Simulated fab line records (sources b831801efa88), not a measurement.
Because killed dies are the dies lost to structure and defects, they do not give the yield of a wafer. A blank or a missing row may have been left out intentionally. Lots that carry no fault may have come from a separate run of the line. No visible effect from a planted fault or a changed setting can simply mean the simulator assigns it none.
Which tool did it? || flow gf180mcu || 37 wafers from 13 lots sampled at 4 of the route's 602 steps

== WHAT EACH GAUGE READ, for each wafer ==
GF_M3_CD_MEAS_14: the cd target is 280 nm. Usual: cd_nm 280.2 nm, standard deviation 1.3.
{"lot": "L293", "measured": "day 21 03:39", "on": "cd_sem-01", "cd_nm (nm)": "280.0 279.7 280.3", "flag": ""}
{"lot": "L294", "measured": "day 21 14:38", "on": "cd_sem-01", "cd_nm (nm)": "280.1 280.6 279.8", "flag": ""}
{"lot": "L295", "measured": "day 22 02:29", "on": "cd_sem-01", "cd_nm (nm)": "281.0 281.5 281.8", "flag": ""}
{"lot": "L296", "measured": "day 22 06:43", "on": "cd_sem-01", "cd_nm (nm)": "279.2 279.1 278.3", "flag": ""}
{"lot": "L297", "measured": "day 22 18:29", "on": "cd_sem-02", "cd_nm (nm)": "281.7 281.8 281.4", "flag": ""}
{"lot": "L298", "measured": "day 23 04:50", "on": "cd_sem-01", "cd_nm (nm)": "280.8 280.8 280.9", "flag": ""}
{"lot": "L299", "measured": "day 23 13:31", "on": "cd_sem-02", "cd_nm (nm)": "280.5 281.4 280.4", "flag": ""}
{"lot": "L300", "measured": "day 23 19:38", "on": "cd_sem-02", "cd_nm (nm)": "280.1 279.3 278.9", "flag": ""}
{"lot": "L308", "measured": "day 26 18:05", "on": "cd_sem-02", "cd_nm (nm)": "264.5 279.7", "flag": "OFF"}
{"lot": "L309", "measured": "day 26 19:29", "on": "cd_sem-01", "cd_nm (nm)": "266.3 283.8", "flag": "OFF"}
{"lot": "L310", "measured": "day 27 08:17", "on": "cd_sem-01", "cd_nm (nm)": "280.0 279.5 279.1", "flag": ""}
{"lot": "L312", "measured": "day 28 04:40", "on": "cd_sem-01", "cd_nm (nm)": "280.3 279.1 280.1", "flag": ""}
{"lot": "L316", "measured": "day 28 23:32", "on": "cd_sem-01", "cd_nm (nm)": "278.1 278.7 277.9", "flag": ""}

== WHICH TOOL RAN EACH LOT (tool, then ch and the chambers of the sampled wafers, then the start) ==
{"lot": "L293", "GF_M3_SPUTTER_01": "pvd_sputter-01, day 20 03:39", "GF_M3_SPUTTER_04": "pvd_sputter-01, day 20 03:44", "GF_M3_EXPOSE_11": "krf_scanner-02 ch 0, day 20 15:25"}
{"lot": "L294", "GF_M3_SPUTTER_01": "pvd_sputter-03, day 20 14:04", "GF_M3_SPUTTER_04": "pvd_sputter-03, day 20 14:08", "GF_M3_EXPOSE_11": "krf_scanner-01 ch 0, day 21 02:57"}
{"lot": "L295", "GF_M3_SPUTTER_01": "pvd_sputter-01, day 21 02:37", "GF_M3_SPUTTER_04": "pvd_sputter-01, day 21 02:43", "GF_M3_EXPOSE_11": "krf_scanner-02 ch 0, day 21 14:33"}
{"lot": "L296", "GF_M3_SPUTTER_01": "pvd_sputter-03, day 21 06:56", "GF_M3_SPUTTER_04": "pvd_sputter-03, day 21 07:01", "GF_M3_EXPOSE_11": "krf_scanner-01 ch 0, day 21 18:53"}
{"lot": "L297", "GF_M3_SPUTTER_01": "pvd_sputter-01, day 21 19:47", "GF_M3_SPUTTER_04": "pvd_sputter-01, day 21 19:52", "GF_M3_EXPOSE_11": "krf_scanner-02 ch 0, day 22 07:54"}
{"lot": "L298", "GF_M3_SPUTTER_01": "pvd_sputter-01, day 22 06:19", "GF_M3_SPUTTER_04": "pvd_sputter-01, day 22 06:24", "GF_M3_EXPOSE_11": "krf_scanner-01 ch 0, day 22 17:39"}
{"lot": "L299", "GF_M3_SPUTTER_01": "pvd_sputter-02, day 22 15:04", "GF_M3_SPUTTER_04": "pvd_sputter-02, day 22 15:09", "GF_M3_EXPOSE_11": "krf_scanner-02 ch 0, day 23 02:24"}
{"lot": "L300", "GF_M3_SPUTTER_01": "pvd_sputter-01, day 22 21:17", "GF_M3_SPUTTER_04": "pvd_sputter-01, day 22 21:22", "GF_M3_EXPOSE_11": "krf_scanner-02 ch 0, day 23 08:55"}
{"lot": "L308", "GF_M3_SPUTTER_01": "pvd_sputter-02, day 25 21:18", "GF_M3_SPUTTER_04": "pvd_sputter-02, day 25 21:23", "GF_M3_EXPOSE_11": "krf_scanner-02 ch 0, day 26 08:02"}
{"lot": "L309", "GF_M3_SPUTTER_01": "pvd_sputter-02, day 25 23:31", "GF_M3_SPUTTER_04": "pvd_sputter-02, day 25 23:35", "GF_M3_EXPOSE_11": "krf_scanner-02 ch 0, day 26 10:04"}
{"lot": "L310", "GF_M3_SPUTTER_01": "pvd_sputter-03, day 26 10:47", "GF_M3_SPUTTER_04": "pvd_sputter-03, day 26 10:52", "GF_M3_EXPOSE_11": "krf_scanner-01 ch 0, day 26 21:48"}
{"lot": "L312", "GF_M3_SPUTTER_01": "pvd_sputter-03, day 27 08:25", "GF_M3_SPUTTER_04": "pvd_sputter-03, day 27 08:30", "GF_M3_EXPOSE_11": "krf_scanner-01 ch 0, day 27 18:50"}
{"lot": "L316", "GF_M3_SPUTTER_01": "pvd_sputter-01, day 28 04:15", "GF_M3_SPUTTER_04": "pvd_sputter-01, day 28 04:20", "GF_M3_EXPOSE_11": "krf_scanner-01 ch 0, day 28 13:52"}
- GF_M3_SPUTTER_01: material TiN, target thk 30 nm, time 25 s.
- GF_M3_SPUTTER_04: material TiN, target thk 50 nm, time 41.7 s.
- GF_M3_EXPOSE_11: exposes mask Metal3, target cd 280 nm.

== AS READ BY THE TOOLS THEMSELVES (means over the sampled wafers that have a number; for cases with no such wafer, the mark the record gives instead) ==
GF_M3_SPUTTER_01. Usual: throttle_valve_pct 29.9 %, standard deviation 1.
{"lot": "L293", "tool": "pvd_sputter-01", "throttle_valve_pct (%)": 29.5, "flag": ""}
{"lot": "L294", "tool": "pvd_sputter-03", "throttle_valve_pct (%)": 30.4, "flag": ""}
{"lot": "L295", "tool": "pvd_sputter-01", "throttle_valve_pct (%)": 29.1, "flag": ""}
{"lot": "L296", "tool": "pvd_sputter-03", "throttle_valve_pct (%)": 30.4, "flag": ""}
{"lot": "L297", "tool": "pvd_sputter-01", "throttle_valve_pct (%)": 29.8, "flag": ""}
{"lot": "L298", "tool": "pvd_sputter-01", "throttle_valve_pct (%)": 30.1, "flag": ""}
{"lot": "L299", "tool": "pvd_sputter-02", "throttle_valve_pct (%)": 28.5, "flag": ""}
{"lot": "L300", "tool": "pvd_sputter-01", "throttle_valve_pct (%)": 30.0, "flag": ""}
{"lot": "L308", "tool": "pvd_sputter-02", "throttle_valve_pct (%)": 29.2, "flag": ""}
{"lot": "L309", "tool": "pvd_sputter-02", "throttle_valve_pct (%)": 29.3, "flag": ""}
{"lot": "L310", "tool": "pvd_sputter-03", "throttle_valve_pct (%)": 29.8, "flag": ""}
{"lot": "L312", "tool": "pvd_sputter-03", "throttle_valve_pct (%)": 29.7, "flag": ""}
{"lot": "L316", "tool": "pvd_sputter-01", "throttle_valve_pct (%)": 30.0, "flag": ""}

GF_M3_SPUTTER_04. Usual: throttle_valve_pct 29.9 %, standard deviation 1.
{"lot": "L293", "tool": "pvd_sputter-01", "throttle_valve_pct (%)": 29.5, "flag": ""}
{"lot": "L294", "tool": "pvd_sputter-03", "throttle_valve_pct (%)": 30.2, "flag": ""}
{"lot": "L295", "tool": "pvd_sputter-01", "throttle_valve_pct (%)": 29.2, "flag": ""}
{"lot": "L296", "tool": "pvd_sputter-03", "throttle_valve_pct (%)": 30.5, "flag": ""}
{"lot": "L297", "tool": "pvd_sputter-01", "throttle_valve_pct (%)": 30.0, "flag": ""}
{"lot": "L298", "tool": "pvd_sputter-01", "throttle_valve_pct (%)": 30.1, "flag": ""}
{"lot": "L299", "tool": "pvd_sputter-02", "throttle_valve_pct (%)": 28.6, "flag": ""}
{"lot": "L300", "tool": "pvd_sputter-01", "throttle_valve_pct (%)": 30.0, "flag": ""}
{"lot": "L308", "tool": "pvd_sputter-02", "throttle_valve_pct (%)": 29.2, "flag": ""}
{"lot": "L309", "tool": "pvd_sputter-02", "throttle_valve_pct (%)": 29.2, "flag": ""}
{"lot": "L310", "tool": "pvd_sputter-03", "throttle_valve_pct (%)": 29.9, "flag": ""}
{"lot": "L312", "tool": "pvd_sputter-03", "throttle_valve_pct (%)": 29.6, "flag": ""}
{"lot": "L316", "tool": "pvd_sputter-01", "throttle_valve_pct (%)": 29.9, "flag": ""}

GF_M3_EXPOSE_11. Usual: reticle_temp_C 23.00 C, standard deviation 0.1.
{"lot": "L293", "tool": "krf_scanner-02", "reticle_temp_C (C)": 23.09, "flag": ""}
{"lot": "L294", "tool": "krf_scanner-01", "reticle_temp_C (C)": 22.99, "flag": ""}
{"lot": "L295", "tool": "krf_scanner-02", "reticle_temp_C (C)": 23.07, "flag": ""}
{"lot": "L296", "tool": "krf_scanner-01", "reticle_temp_C (C)": 23.11, "flag": ""}
{"lot": "L297", "tool": "krf_scanner-02", "reticle_temp_C (C)": 23.07, "flag": ""}
{"lot": "L298", "tool": "krf_scanner-01", "reticle_temp_C (C)": 22.89, "flag": ""}
{"lot": "L299", "tool": "krf_scanner-02", "reticle_temp_C (C)": 23.05, "flag": ""}
{"lot": "L300", "tool": "krf_scanner-02", "reticle_temp_C (C)": 23.01, "flag": ""}
{"lot": "L308", "tool": "krf_scanner-02", "reticle_temp_C (C)": 22.91, "flag": ""}
{"lot": "L309", "tool": "krf_scanner-02", "reticle_temp_C (C)": 22.98, "flag": ""}
{"lot": "L310", "tool": "krf_scanner-01", "reticle_temp_C (C)": 22.97, "flag": ""}
{"lot": "L312", "tool": "krf_scanner-01", "reticle_temp_C (C)": 23.01, "flag": ""}
{"lot": "L316", "tool": "krf_scanner-01", "reticle_temp_C (C)": 23.09, "flag": ""}

== THE ANSWER, worked out from the rows above alone ==
Rule: take the mean of a lot's wafers that have a number; if it is more than 3 standard deviations from the usual mean, the lot is off. A lot without any number at a reading at which 4 lots or more have one is off too. Any other lot the step has rows for is counted as sound. After the gauges, taken in route order, come the tools' own readings; for these a lot's mean is taken, as printed above. The first step at which some lot is off is used, and at that step the reading that is off furthest; a lot without a number counts as furthest.
Off: L308, L309 (GF_M3_CD_MEAS_14, cd_nm).
A tool fits if, at a process step before that reading, it ran every lot that is off, and no sound lot after the first of them. The gauges at GF_M3_CD_MEAS_14 are tried like those tools. 2 tools fit, pvd_sputter-02 at GF_M3_SPUTTER_01 and GF_M3_SPUTTER_04 and krf_scanner-02 at GF_M3_EXPOSE_11, so this cannot tell which one it is.

== WHAT THE SIMULATOR HAD PUT IN ==
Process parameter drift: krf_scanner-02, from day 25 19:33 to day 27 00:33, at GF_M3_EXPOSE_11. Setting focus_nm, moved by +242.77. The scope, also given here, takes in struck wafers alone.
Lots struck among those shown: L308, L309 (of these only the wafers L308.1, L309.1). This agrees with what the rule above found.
